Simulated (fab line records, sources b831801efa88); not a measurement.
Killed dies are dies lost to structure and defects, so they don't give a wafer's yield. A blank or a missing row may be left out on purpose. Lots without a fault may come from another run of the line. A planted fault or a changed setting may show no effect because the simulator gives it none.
fab line records | flow sky130
record lots=6 wafers=18 last_day=50
route steps=708 shown FIELD_ISO@1 PAD_OPEN@708
lots that met no fault: from a run of the same line without faults
start_h: hours from the record's first day to the start of the lot's first wafer shown | wait_h: hours since the lot's step before | " the same as in the row above | L1.1+2: a row that stands for several wafers | - no value, or no start given | * or withheld: withheld | < > ~ a bound
route shown NAME@n: a module of which the file shows steps, and the number in the route of the first | usual: mean/standard deviation of fault-free wafers | same: alike in all rows | chamber/n: place in a boat | sites: the reading at each site | _std_site: their standard deviation | _edge_site: outer sites' mean less inner sites' | radius_mm: how far each site lies from the wafer's centre | mask NAME#n: copy n | behind: the tool/chamber that last shaped the wafer | hold: why the lot was held/for how many hours/how that ended | device: the transistor (n, p or np) that didn't switch | end of line: the same wafers' tests at the end of the route | a step without rows: its recipe alone | killed: dies lost to structure and defects at the first sort, not the wafer's yield | map: a wafer's dies, x killed, . not, _ none there
set.NAME: the setting as run; set.NAME@STEP: as run at that earlier step | model.NAME: the simulator's own value behind a step, which no gauge read
lots at some steps of the route; a table a step, a row a wafer
services: from which hour (start_h, from the record's first day; less than 0 if before it) a tool's chamber was out of use, for how many hours, and why
## steps
# step SKY_FIELD_ISO_BOW_MEAS_00
# recipe mode=bow
# usual INCOMING_BOW=-1/5.6
# columns lot.wafer tool chamber start_h wait_h INCOMING_BOW[um]
L938.2 film_metro-03 - 45.02 - 6
L938.3 " - " " 9
L938.6 " - " " -2
L942.4 film_metro-03 - 65.06 - 9
L942.5 " - " " 2
L942.6 " - " " 6
L946.1 film_metro-01 - 85.00 - 1
L946.2 " - " " -3
L946.3 " - " " -6
L947.4 film_metro-01 - 90.08 - -7
L947.5 " - " " 5
L947.6 " - " " -3
L950.1 film_metro-04 - 105.00 - 9
L950.5 " - " " 5
L950.6 " - " " -1
L954.2 film_metro-01 - 125.02 - 10
L954.4 " - " " -5
L954.6 " - " " 4
# step SKY_FIELD_ISO_OXIDATION_01
# recipe temp_c=900 ambient=O2 stabilise_s=600 purge_s=300 target_thk_a=120 ox_time_s=1843
# step SKY_FIELD_ISO_THK_MEAS_02
# recipe reads=SiO2_of_FIELD_ISO_OXIDATION_01
# usual FIELD_ISO_OXIDATION_00_THK=12.02/0.22
# columns lot.wafer tool chamber start_h wait_h FIELD_ISO_OXIDATION_00_THK[nm]
L938.2 film_metro-01 - 47.51 0.0 12.05
L938.3 " - " " 11.99
L938.6 " - " " 12.03
L942.4 film_metro-01 - 66.66 0.0 11.50
L942.5 " - " " 11.66
L942.6 " - " " 11.38
L946.1 film_metro-01 - 88.65 0.0 12.61
L946.2 " - " " 12.27
L946.3 " - " " 12.58
L947.4 film_metro-04 - 92.52 0.0 11.82
L947.5 " - " " 11.93
L947.6 " - " " 12.00
L950.1 film_metro-01 - 106.78 0.0 11.82
L950.5 " - " " 11.76
L950.6 " - " " 11.87
L954.2 film_metro-04 - 127.86 0.0 12.36
L954.4 " - " " 12.15
L954.6 " - " " 12.26
# step SKY_FIELD_ISO_CVD_03
# recipe material=Si3N4 precursor=DCS/NH3 target_thk_nm=165 temp_c=764.4 time_s=2830 pressure_mtorr=250
# step SKY_FIELD_ISO_THK_MEAS_04
# recipe reads=Si3N4_of_FIELD_ISO_CVD_03
# usual FIELD_ISO_CVD_03_THK=148.1/1.3
# columns lot.wafer tool chamber start_h wait_h FIELD_ISO_CVD_03_THK[nm]
L938.2 film_metro-04 - 49.35 0.0 147.7
L938.3 " - " " 148.4
L938.6 " - " " 147.7
L942.4 film_metro-01 - 68.87 0.0 148.5
L942.5 " - " " 146.8
L942.6 " - " " 148.5
L946.1 film_metro-04 - 90.50 0.0 147.3
L946.2 " - " " 149.0
L946.3 " - " " 149.2
L947.4 film_metro-03 - 96.71 0.0 148.6
L947.5 " - " " 148.4
L947.6 " - " " 149.4
L950.1 film_metro-04 - 110.28 0.0 147.6
L950.5 " - " " 147.1
L950.6 " - " " 148.7
L954.2 film_metro-04 - 130.60 0.0 147.7
L954.4 " - " " 147.9
L954.6 " - " " 149.6
# step SKY_FIELD_ISO_DEHYDRATE_05
# recipe temp_c=200 time_s=60
# step SKY_FIELD_ISO_HMDS_06
# recipe prime_time_s=60 prime_temp_c=120
# step SKY_FIELD_ISO_COAT_07
# recipe resist=BARC temp_c=withheld time_s=withheld spin_rpm=3000 resist_thk_nm=60
# step SKY_FIELD_ISO_COAT_08
# recipe resist=KrF-thick spin_rpm=3000 resist_thk_nm=450
# step SKY_FIELD_ISO_SOFTBAKE_09
# recipe temp_c=100 time_s=90 resist=KrF-thick
# step SKY_FIELD_ISO_EXPOSE_10
# recipe mask_id=FOM na=0.68 source_shape=annular sigma_inner=0.4 sigma_outer=0.8 target_cd_nm=150 dose_mj=28
# step SKY_FIELD_ISO_PEB_11
# recipe peb_temp_c=withheld peb_time_s=withheld resist=KrF-thick
# step SKY_FIELD_ISO_DEVELOP_12
# recipe develop_time_s=60 resist=KrF-thick dev_temp_c=21
# usual developer_temp_C=21.01/0.11
# columns lot.wafer tool chamber start_h wait_h developer_temp_C
L938.2 litho_track-04 0 65 - 20.23
L938.3 " 0 " " 20.24
L938.6 " 0 " " 20.32
L942.4 litho_track-04 0 85 - 20.34
L942.5 " 0 " " 20.08
L942.6 " 0 " " 20.36
L946.1 litho_track-03 0 107 - 21.21
L946.2 " 0 " " 20.96
L946.3 " 0 " " 21.01
L947.4 litho_track-03 0 114 - 20.75
L947.5 " 0 " " 20.98
L947.6 " 0 " " 20.95
L950.1 litho_track-01 0 128 - 20.96
L950.5 " 0 " " 20.97
L950.6 " 0 " " 20.96
L954.2 litho_track-04 0 148 - 20.98
L954.4 " 0 " " 21.12
L954.6 " 0 " " 20.96
# step SKY_FIELD_ISO_CD_MEAS_13
# recipe target_cd_nm=150
# usual cd_nm=149.8/1.5
# columns lot.wafer tool chamber start_h wait_h cd_nm
L938.2 cd_sem-01 - 65.44 - 147.2
L938.3 " - " " 147.1
L938.6 " - " " 147.4
L942.4 cd_sem-01 - 85.43 - 152.5
L942.5 " - " " 151.2
L942.6 " - " " 152.0
L946.1 cd_sem-01 - 107.49 - 149.6
L946.2 " - " " 150.6
L946.3 " - " " 150.6
L947.4 cd_sem-02 - 114.95 - 151.4
L947.5 " - " " 150.5
L947.6 " - " " 151.6
L950.1 cd_sem-01 - 128.85 - 150.5
L950.5 " - " " 148.2
L950.6 " - " " 149.0
L954.2 cd_sem-02 - 149.04 - 151.4
L954.4 " - " " 149.6
L954.6 " - " " 151.5
# step SKY_PAD_OPEN_PROBE_99
# usual killed_at_M0_to_M3=43/7.3 killed_at_M4_up=3.1/1.8 killed_at_contacts=24/5.4 killed_at_front_end=15/4.1 killed_at_other=0.2/0.52 killed_dies=86/10 killed_open=47/7.3 killed_short=39/6.4
# same gross_dies=492 killed_at_back_side=0
# columns lot.wafer tool chamber start_h wait_h killed_at_M0_to_M3 killed_at_M4_up killed_at_contacts killed_at_front_end killed_at_other killed_dies killed_open killed_short
L938.2 prober-02 - 1117.11 0.1 49 4 33 18 1 105 62 43
L938.3 prober-02 - 1117.16 0.2 48 3 23 17 0 91 51 40
L938.6 prober-02 - 1117.31 0.2 43 2 33 12 0 90 52 38
L942.4 prober-02 - 1142.25 0.2 43 3 27 10 0 83 49 34
L942.5 prober-02 - 1142.30 0.2 38 3 23 14 0 78 40 38
L942.6 prober-02 - 1142.35 0.2 35 2 38 15 0 90 43 47
L946.1 prober-02 - 1165.55 0.1 45 1 24 11 0 81 44 37
L946.2 prober-02 - 1165.60 0.1 43 4 15 12 0 74 39 35
L946.3 prober-02 - 1165.65 0.2 49 4 24 9 1 87 55 32
L947.4 prober-01 - 1168.87 0.2 34 3 19 15 0 71 39 32
L947.5 prober-01 - 1168.92 0.2 55 5 24 14 0 98 52 46
L947.6 prober-01 - 1168.97 0.2 43 2 25 11 1 82 47 35
L950.1 prober-02 - 1184.02 0.1 30 3 22 13 0 68 39 29
L950.5 prober-02 - 1184.22 0.2 46 7 28 13 1 95 55 40
L950.6 prober-02 - 1184.27 0.2 52 6 22 14 0 94 46 48
L954.2 prober-02 - 1195.56 0.1 41 1 21 9 2 74 36 38
L954.4 prober-02 - 1195.66 0.2 42 2 19 9 0 72 39 33
L954.6 prober-02 - 1195.76 0.2 40 3 28 14 0 85 47 38
# killed by level:class
L938.2 CONTACT:geometric_particle:open=13 VIA1:geometric_particle:open=11 LI_CONTACT:geometric_particle:open=11 METAL3:geometric_particle:short=8 FIELD_ISO:geometric_particle:open=7 VIA1:geometric_particle:short=7 VIA3:geometric_particle:open=6 VIA2:geometric_particle:open=5
L938.3 VIA1:geometric_particle:open=13 CONTACT:geometric_particle:open=10 VIA3:geometric_particle:open=8 CONTACT:geometric_particle:short=7 FIELD_ISO:geometric_particle:open=6 VIA1:geometric_particle:short=5 METAL2:geometric_particle:short=5 POLY_GATE:geometric_particle:short=4
L938.6 CONTACT:geometric_particle:open=15 VIA1:geometric_particle:open=8 FIELD_ISO:geometric_particle:open=6 VIA3:geometric_particle:short=6 LI_CONTACT:geometric_particle:open=6 VIA3:geometric_particle:open=6 CONTACT:geometric_particle:short=6 METAL1:geometric_particle:short=5
L942.4 VIA3:geometric_particle:open=10 CONTACT:geometric_particle:open=9 VIA2:geometric_particle:open=8 LI_CONTACT:geometric_particle:open=7 CONTACT:geometric_particle:short=6 VIA1:geometric_particle:open=5 METAL2:geometric_particle:short=5 VIA2:geometric_particle:short=5
L942.5 LI_CONTACT:geometric_particle:open=9 VIA1:geometric_particle:open=8 CONTACT:geometric_particle:open=6 VIA2:geometric_particle:open=6 FIELD_ISO:geometric_particle:short=5 METAL1:geometric_particle:short=5 VIA1:geometric_particle:short=5 LOCAL_INTERCONNECT:geometric_particle:short=4
L942.6 CONTACT:geometric_particle:open=13 METAL1:geometric_particle:short=9 CONTACT:geometric_particle:short=7 FIELD_ISO:geometric_particle:short=6 LOCAL_INTERCONNECT:geometric_particle:short=6 VIA2:geometric_particle:open=6 LI_CONTACT:geometric_particle:open=5 VIA1:geometric_particle:open=5
L946.1 VIA1:geometric_particle:open=13 CONTACT:geometric_particle:open=7 METAL1:geometric_particle:short=7 VIA3:geometric_particle:open=7 LI_CONTACT:geometric_particle:open=6 CONTACT:geometric_particle:short=5 METAL2:geometric_particle:short=5 POLY_GATE:geometric_particle:short=4
L946.2 METAL2:geometric_particle:short=10 CONTACT:geometric_particle:open=8 VIA1:geometric_particle:short=7 VIA2:geometric_particle:open=6 VIA1:geometric_particle:open=6 VIA3:geometric_particle:open=5 LI_CONTACT:geometric_particle:open=5 METAL4:geometric_particle:short=4
L946.3 CONTACT:geometric_particle:open=12 VIA1:geometric_particle:open=10 METAL2:geometric_particle:short=10 LI_CONTACT:geometric_particle:open=8 VIA1:geometric_particle:short=7 VIA2:geometric_particle:open=6 VIA3:geometric_particle:open=4 FIELD_ISO:geometric_particle:open=3
L947.4 CONTACT:geometric_particle:open=8 VIA2:geometric_particle:open=7 VIA1:geometric_particle:open=7 FIELD_ISO:geometric_particle:short=6 LI_CONTACT:geometric_particle:open=6 VIA1:geometric_particle:short=4 METAL2:geometric_particle:short=4 VIA3:geometric_particle:open=4
L947.5 VIA1:geometric_particle:open=13 CONTACT:geometric_particle:open=9 METAL1:geometric_particle:short=7 VIA1:geometric_particle:short=7 VIA3:geometric_particle:open=7 LI_CONTACT:geometric_particle:open=6 VIA3:geometric_particle:short=6 CONTACT:geometric_particle:short=5
L947.6 VIA1:geometric_particle:open=10 VIA2:geometric_particle:open=10 CONTACT:geometric_particle:open=6 LI_CONTACT:geometric_particle:open=5 LOCAL_INTERCONNECT:geometric_particle:short=5 CONTACT:geometric_particle:short=5 FIELD_ISO:geometric_particle:short=3 FIELD_ISO:geometric_particle:open=3
L950.1 CONTACT:geometric_particle:open=11 VIA1:geometric_particle:open=7 FIELD_ISO:geometric_particle:open=5 CONTACT:geometric_particle:short=5 METAL2:geometric_particle:short=5 METAL1:geometric_particle:short=5 VIA3:geometric_particle:open=5 POLY_GATE:geometric_particle:open=3
L950.5 LI_CONTACT:geometric_particle:open=14 METAL1:geometric_particle:short=10 CONTACT:geometric_particle:open=9 VIA1:geometric_particle:open=9 VIA2:geometric_particle:open=9 VIA1:geometric_particle:short=7 FIELD_ISO:geometric_particle:open=6 METAL4:geometric_particle:short=5
L950.6 VIA3:geometric_particle:open=10 CONTACT:geometric_particle:open=8 VIA1:geometric_particle:open=8 METAL1:geometric_particle:short=6 METAL3:geometric_particle:short=6 LI_CONTACT:geometric_particle:open=5 METAL2:geometric_particle:short=5 VIA2:geometric_particle:short=5
L954.2 LI_CONTACT:geometric_particle:open=9 CONTACT:geometric_particle:open=8 METAL1:geometric_particle:short=8 VIA1:geometric_particle:open=5 VIA1:geometric_particle:short=5 METAL3:geometric_particle:short=5 FIELD_ISO:geometric_particle:short=3 VIA3:geometric_particle:open=3
L954.4 VIA2:geometric_particle:open=10 VIA1:geometric_particle:open=9 CONTACT:geometric_particle:open=6 METAL2:geometric_particle:short=6 METAL3:geometric_particle:short=4 FIELD_ISO:geometric_particle:short=4 VIA2:geometric_particle:short=4 CONTACT:geometric_particle:short=4
L954.6 CONTACT:geometric_particle:open=12 VIA2:geometric_particle:open=10 LI_CONTACT:geometric_particle:open=7 VIA1:geometric_particle:open=7 CONTACT:geometric_particle:short=5 METAL2:geometric_particle:short=5 FIELD_ISO:geometric_particle:short=4 METAL1:geometric_particle:short=4
## services
# columns tool chamber start_h hours kind
litho_track-03 - 94.69 - consumable_replace:filter
## key
first_sign step=SKY_FIELD_ISO_DEVELOP_12 reading=developer_temp_C direction=down sigmas=6.6 usual=* struck=*
effect none on later readings
met_at SKY_FIELD_ISO_DEVELOP_12
struck_wafers L938.2,L938.3,L938.6,L942.4,L942.5,L942.6
tester_left_out L938,L942
loop_trim step=SKY_FIELD_ISO_EXPOSE_10 setting=dose lots=L942
fault kind=process_parameter_drift tool=litho_track-04 chamber=- onset_h=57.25 steps=SKY_FIELD_ISO_DEVELOP_12 channel=dev_temp_c offset=* shape=step end_h=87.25 acts_in=* stated=*
# tester_left_out: of these lots the tester's yield and bins aren't shown, on N5 and GAA mostly nor the transistor test; their killed dies are dies lost to structure and defects alone, not to doping, threshold or leakage, so they don't give the yield
# loop_trim: a control loop set the setting to another value than it would have without faults
